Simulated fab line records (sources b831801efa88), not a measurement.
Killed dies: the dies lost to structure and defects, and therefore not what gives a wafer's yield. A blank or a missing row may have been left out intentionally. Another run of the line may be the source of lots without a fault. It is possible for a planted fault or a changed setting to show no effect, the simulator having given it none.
Chamber matching + flow sky130 + rieSi-02 running SKY_POLY_GATE_ETCH_17: 4 sister chambers
The step etches poly-Si in HBr/Cl2, stops on SiO2, target depth 180 nm, time 70.5 s. 4 wafers are shown with their chamber, then 7 later ones without.

WAFERS, EACH WITH ITS CHAMBER
| wafer  | chamber | drypumpMotorCurrentA (A) |
|--------|---------|--------------------------|
| L610.3 | 1       | 5.46                     |
| L610.4 | 0       | 5.63                     |
| L617.1 | 3       | 5.81                     |
| L617.4 | 2       | 5.35                     |

WAFERS WHOSE CHAMBER IS MISSING
| wafer  | drypumpMotorCurrentA (A) |
|--------|--------------------------|
| L617.5 | 5.81                     |
| L621.1 | 5.80                     |
| L621.2 | 5.36                     |
| L621.6 | 5.46                     |
| L613.2 | 5.64                     |
| L613.4 | 5.47                     |
| L613.6 | 5.62                     |

WHICH CHAMBER EACH WENT THROUGH
| wafer  | from the rows above | in truth |
|--------|---------------------|----------|
| L617.5 | 3                   | 3        |
| L621.1 | 3                   | 3        |
| L621.2 | 2                   | 2        |
| L621.6 | 1                   | 1        |
| L613.2 | 0                   | 0        |
| L613.4 | 1                   | 1        |
| L613.6 | 0                   | 0        |
Placed correctly: 7 of 7. Number that these rows cannot place: 0. Wrongly placed: 0.
How it was worked out, from the rows above alone: a wafer's distance from a chamber is the root of the sum, over the readings, of the square of ((its reading less the chamber's mean) divided by the reading's scatter). If the next closest chamber is less than 2 further off than the closest, the wafer can't be placed; otherwise it belongs to the closest. A chamber's mean is the mean of its shown wafers. The scatter (one wafer shown for each chamber): square how far every hidden wafer sits from the nearest shown wafer, average those squares and take the square root.
